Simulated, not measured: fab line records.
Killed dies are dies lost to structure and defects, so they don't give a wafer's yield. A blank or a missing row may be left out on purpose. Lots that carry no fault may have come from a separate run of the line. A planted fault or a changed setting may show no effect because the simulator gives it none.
Problem report in the 8D (eight disciplines) form, filled by code	flow gf180mcu	the parts of the form that need people (team, actions taken, sign-off) are left out

1. WHAT WENT WRONG
DUAL_GATE_OXIDATION_00_THK at GF_DUAL_GATE_THK_MEAS_03 reads a mean of 12.01 nm on 6 wafers of 2 lots; wafers without a fault read 10.85 nm with a standard deviation of 0.22. Measured from the usual mean, that is +5.3 standard deviations.
Earliest sighting: wafer L995.1 on film-metro-01 at day 9 07:52. The record holds 39 wafers of 13 lots with a number at this step. Rule for "out" (also "out of limits"): further than 4 standard deviations from the usual mean. Any other wafer with a number is counted as sound.

2. WHAT IT IS, WHAT IT ISN'T
question	is	is not
which readings at this step	DUAL_GATE_OXIDATION_00_THK	-
which lots	L995, L998	L101, L102, L104, L105, L108, L109, L110, L111, L112, L989, L990
which wafers of those lots	all that have a number	-
read on which gauges	film-metro-01, film-metro-03	film-metro-02
when	from day 9 07:52	up to then (6 sound wafers); but 27 sound wafers of L101, L102, L104, L105, L108, L109, L110, L111, L112 came after

3. THE SUSPECTS, EACH WITH WHAT RULES IT OUT
Counting: a tool at any process step up to the reading remains a suspect when it ran all the lots that are out and ran no sound lot after the first of those.
- the gauge at GF_DUAL_GATE_THK_MEAS_03 is ruled out. Those wafers that are out were read across 2 gauges (film-metro-01, film-metro-03).
- furnace-01 at GF_DUAL_GATE_OXIDATION_02 (stabilise 600 s, purge 300 s, target thk 10.887 nm): ruled out as a lasting fault. Sound lots L111 ran on it after its first lot that is out, L995 (day 9 06:26).
Left after counting: nothing in the record.

4. THE CAUSE (what the simulator had put in)
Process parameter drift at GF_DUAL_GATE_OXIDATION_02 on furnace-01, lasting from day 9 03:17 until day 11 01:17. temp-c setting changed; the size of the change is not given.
The count ruled it out by mistake, since the rule takes a fault to strike every lot its tool runs from the start of the fault on, and this one did not do so.

5. THE EFFECT CHAIN, in route order
Each row: a reading where the mean over the struck wafers with a number is more than 3 standard deviations away from the usual. Readings are gone through only where the record gives a usual standard deviation; hours: the median, over the lots, of the time from a lot's start at the first step in this table giving one to that lot's start at this step; sigmas: the change measured in usual standard deviations.
hours	step	reading	usual	on struck wafers	change	sigmas
0	GF_DUAL_GATE_OXIDATION_02	spike-tc-bottom-C	916.2 C	924.0	+7.8	+6.5
0	GF_DUAL_GATE_OXIDATION_02	spike-tc-centre-C	901.3 C	910.2	+8.9	+9.4
0	GF_DUAL_GATE_OXIDATION_02	spike-tc-lower-C	900.4 C	908.1	+7.7	+7.0
0	GF_DUAL_GATE_OXIDATION_02	spike-tc-top-C	912.0 C	921.5	+9.5	+8.7
0	GF_DUAL_GATE_OXIDATION_02	spike-tc-upper-C	900.2 C	907.0	+6.8	+4.0
1	GF_DUAL_GATE_THK_MEAS_03	DUAL_GATE_OXIDATION_00_THK	10.85 nm	12.01	+1.16	+5.3
Process steps it contains:
- GF_DUAL_GATE_OXIDATION_02: stabilise 600 s, purge 300 s, target thk 10.887 nm.
At these later measuring or inspecting steps, every struck wafer for which the step has a row has a number for every such reading, and none has moved that far: GF_M4_RS_MEAS_05, GF_M4_CD_MEAS_14.

6. WHAT WOULD HAVE CAUGHT IT SOONER
Counted from the fault's start at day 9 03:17, it took 5 hours until the first out-of-limits reading at a measuring or inspecting step in this record, taken at day 9 07:52.
Tool's own readings at GF_DUAL_GATE_OXIDATION_02, spike-tc-bottom-C, spike-tc-centre-C, spike-tc-lower-C, spike-tc-top-C: out on all struck wafers the step has rows for; an alarm limit on them would have tripped on the first.
